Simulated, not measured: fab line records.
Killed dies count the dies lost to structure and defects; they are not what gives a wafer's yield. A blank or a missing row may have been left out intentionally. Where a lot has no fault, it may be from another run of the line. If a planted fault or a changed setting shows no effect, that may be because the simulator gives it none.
Which tool was responsible? || flow sfq-line || 42 wafers sampled from 14 lots at 1 step of a route of 325

WHAT THE GAUGES READ, wafer by wafer
SFQ_I4_BOW_MEAS_927.
{"lot": "L960", "measured": "day 41 15:52", "on": "film-metro-03", "I4_BOW (um)": "3 2 5"}
{"lot": "L961", "measured": "day 42 10:38", "on": "film-metro-04", "I4_BOW (um)": "7 2 5"}
{"lot": "L962", "measured": "day 44 11:25", "on": "film-metro-04", "I4_BOW (um)": "7 14 13"}
{"lot": "L966", "measured": "day 45 11:27", "on": "film-metro-04", "I4_BOW (um)": "-4 9 1"}
{"lot": "L967", "measured": "day 45 14:26", "on": "film-metro-03", "I4_BOW (um)": "12 0 7"}
{"lot": "L968", "measured": "day 45 17:26", "on": "film-metro-02", "I4_BOW (um)": "-13 -15 -13"}
{"lot": "L969", "measured": "day 45 20:23", "on": "film-metro-02", "I4_BOW (um)": "-10 -3 -3"}
{"lot": "L970", "measured": "day 45 23:26", "on": "film-metro-03", "I4_BOW (um)": "-1 5 6"}
{"lot": "L974", "measured": "day 47 13:26", "on": "film-metro-02", "I4_BOW (um)": "-6 7 10"}
{"lot": "L975", "measured": "day 47 17:25", "on": "film-metro-03", "I4_BOW (um)": "-3 2 8"}
{"lot": "L978", "measured": "day 48 02:38", "on": "film-metro-04", "I4_BOW (um)": "-3 -10 7"}
{"lot": "L981", "measured": "day 48 14:37", "on": "film-metro-02", "I4_BOW (um)": "-10 -12 -22"}
{"lot": "L982", "measured": "day 48 20:23", "on": "film-metro-03", "I4_BOW (um)": "-1 13 7"}
{"lot": "L983", "measured": "day 49 14:59", "on": "film-metro-04", "I4_BOW (um)": "-14 -1 6"}

WHICH TOOL RAN EACH LOT (tool, then ch and the chambers of the sampled wafers, then the start)
The record holds no process step before these readings.

WHAT THE TOOLS THEMSELVES READ (means of the sampled wafers that have a number; where no wafer has one, the mark that the record gives instead)
The record holds no such reading with a usual standard deviation.

THE ANSWER, worked out from the rows above alone
Rule: usual is defined by the lots themselves. Put in order of their means at a reading, lots are off if they are a third of the lots or fewer, leave a main group of 4 or more, and stand apart from it by a gap of 3 or more times the standard deviation of the main group's means; of several such gaps the widest counts. A main group whose means are all the same, to the digits that the tables above print for the reading, isn't used. A lot without any number at a reading at which 4 lots or more have one is off too. All remaining lots with rows at the step are treated as sound. First the gauges in route order, then the tools' own readings, where a lot's mean is used as printed above. At the first step where some lot is off, the reading lying furthest off is the one used; lots without a number count as furthest.
No lot is off at any reading shown: from this, nothing can be told.

WHAT WAS PUT IN BY THE SIMULATOR
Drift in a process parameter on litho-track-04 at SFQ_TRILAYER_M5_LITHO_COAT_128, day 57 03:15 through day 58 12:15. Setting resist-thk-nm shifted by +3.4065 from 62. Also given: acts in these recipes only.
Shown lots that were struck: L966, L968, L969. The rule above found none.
